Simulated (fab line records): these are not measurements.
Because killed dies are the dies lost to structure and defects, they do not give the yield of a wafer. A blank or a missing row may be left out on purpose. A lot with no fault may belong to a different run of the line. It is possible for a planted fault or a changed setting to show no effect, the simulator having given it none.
Which of the tools did it? / flow gf180mcu / 6 lots, 18 wafers sampled, at 2 steps of a route of 602

WHAT EACH GAUGE READ, for each wafer
GF_MIM_THK_MEAS_06.
lot=L912; measured=day 25 14:10; on=filmMetro-03; MIM_CVD_05_THK (nm)=42.0 41.1 41.9
lot=L914; measured=day 26 03:44; on=filmMetro-03; MIM_CVD_05_THK (nm)=42.0 40.9 42.4
lot=L916; measured=day 26 19:55; on=filmMetro-04; MIM_CVD_05_THK (nm)=41.5 41.9 42.3
lot=L925; measured=day 29 20:29; on=filmMetro-04; MIM_CVD_05_THK (nm)=41.7 41.1 42.5
lot=L927; measured=day 30 06:25; on=filmMetro-01; MIM_CVD_05_THK (nm)=41.9 42.0 42.3
lot=L931; measured=day 31 03:53; on=filmMetro-03; MIM_CVD_05_THK (nm)=41.2 41.5 41.5

EACH LOT AND THE TOOL THAT RAN IT (in order: tool; ch and the chambers of the sampled wafers; start)
lot=L912; GF_VT_IMPLANT_STRIP_20=plasmaAsher-03 ch 0,1, day 7 02:29
lot=L914; GF_VT_IMPLANT_STRIP_20=plasmaAsher-01 ch 0,1, day 7 14:14
lot=L916; GF_VT_IMPLANT_STRIP_20=plasmaAsher-01 ch 0,1, day 8 04:19
lot=L925; GF_VT_IMPLANT_STRIP_20=plasmaAsher-03 ch 0,1, day 10 13:52
lot=L927; GF_VT_IMPLANT_STRIP_20=plasmaAsher-02 ch 0,1, day 11 00:23
lot=L931; GF_VT_IMPLANT_STRIP_20=plasmaAsher-01 ch 0,1, day 12 02:16
- GF_VT_IMPLANT_STRIP_20: strips in O2/N2.

THE ANSWER, worked out from the rows above alone
Rule: usual is defined by the lots themselves. Put in order of their means at a reading, lots are off if they are a third of the lots or fewer, leave a main group of 4 or more, and stand apart from it by a gap of 3 or more times the standard deviation of the main group's means; of several such gaps the widest counts. The tables above print the reading to a certain number of digits; a main group whose means all agree to those digits is not used. A lot without any number at a reading at which 4 lots or more have one is off too. Any other lot the step has rows for is counted as sound.
Across all readings shown, no lot is off: no conclusion can be drawn from this.

WHAT WAS PUT IN BY THE SIMULATOR
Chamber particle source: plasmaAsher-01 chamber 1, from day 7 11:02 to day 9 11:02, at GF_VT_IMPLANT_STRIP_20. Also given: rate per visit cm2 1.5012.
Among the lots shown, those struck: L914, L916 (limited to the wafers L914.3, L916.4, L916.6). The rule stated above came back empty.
